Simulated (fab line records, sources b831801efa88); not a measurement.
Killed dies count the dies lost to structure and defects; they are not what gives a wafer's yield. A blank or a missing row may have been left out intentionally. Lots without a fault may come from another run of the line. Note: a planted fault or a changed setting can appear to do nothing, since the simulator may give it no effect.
Chamber matching / flow sky130 / SKY_VIA3_CMP_02 on cmp-02: 4 sister chambers
The step polishes SiO2. 4 wafers are shown with their chamber, then 9 later ones without.

## WAFERS, EACH WITH ITS CHAMBER
wafer=L084.2; chamber=0; motor-current-A (A)=10.6
wafer=L085.1; chamber=1; motor-current-A (A)=13.7
wafer=L085.2; chamber=2; motor-current-A (A)=12.3
wafer=L085.3; chamber=3; motor-current-A (A)=12.9

## WAFERS WITHOUT THEIR CHAMBER
wafer=L089.1; motor-current-A (A)=12.3
wafer=L089.2; motor-current-A (A)=13.0
wafer=L089.3; motor-current-A (A)=11.4
wafer=L092.1; motor-current-A (A)=10.6
wafer=L092.4; motor-current-A (A)=13.0
wafer=L092.5; motor-current-A (A)=12.4
wafer=L095.2; motor-current-A (A)=12.5
wafer=L095.3; motor-current-A (A)=14.1
wafer=L095.6; motor-current-A (A)=12.4

## WHICH CHAMBER EACH WENT THROUGH
wafer=L089.1; from the rows above=can't be placed: 2 or 3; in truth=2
wafer=L089.2; from the rows above=can't be placed: 3 or 1 or 2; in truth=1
wafer=L089.3; from the rows above=can't be placed: 0 or 2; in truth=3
wafer=L092.1; from the rows above=0; in truth=0
wafer=L092.4; from the rows above=can't be placed: 3 or 1 or 2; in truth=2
wafer=L092.5; from the rows above=can't be placed: 2 or 3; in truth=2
wafer=L095.2; from the rows above=can't be placed: 2 or 3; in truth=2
wafer=L095.3; from the rows above=1; in truth=1
wafer=L095.6; from the rows above=can't be placed: 2 or 3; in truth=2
Correctly placed: 2 of 9. These rows do not allow placing 7 (true chamber among the candidates in 6). 0 placed wrongly.
How it was worked out, from the rows above alone: a wafer's distance from a chamber is the root of the sum, over the readings, of the square of ((its reading less the chamber's mean) divided by the reading's scatter). The wafer belongs to the nearest chamber; if the next one is less than 2 further off, it can't be placed. A chamber's mean is the mean of its shown wafers. The scatter (one wafer shown for each chamber): square how far every hidden wafer sits from the nearest shown wafer, average those squares and take the square root.
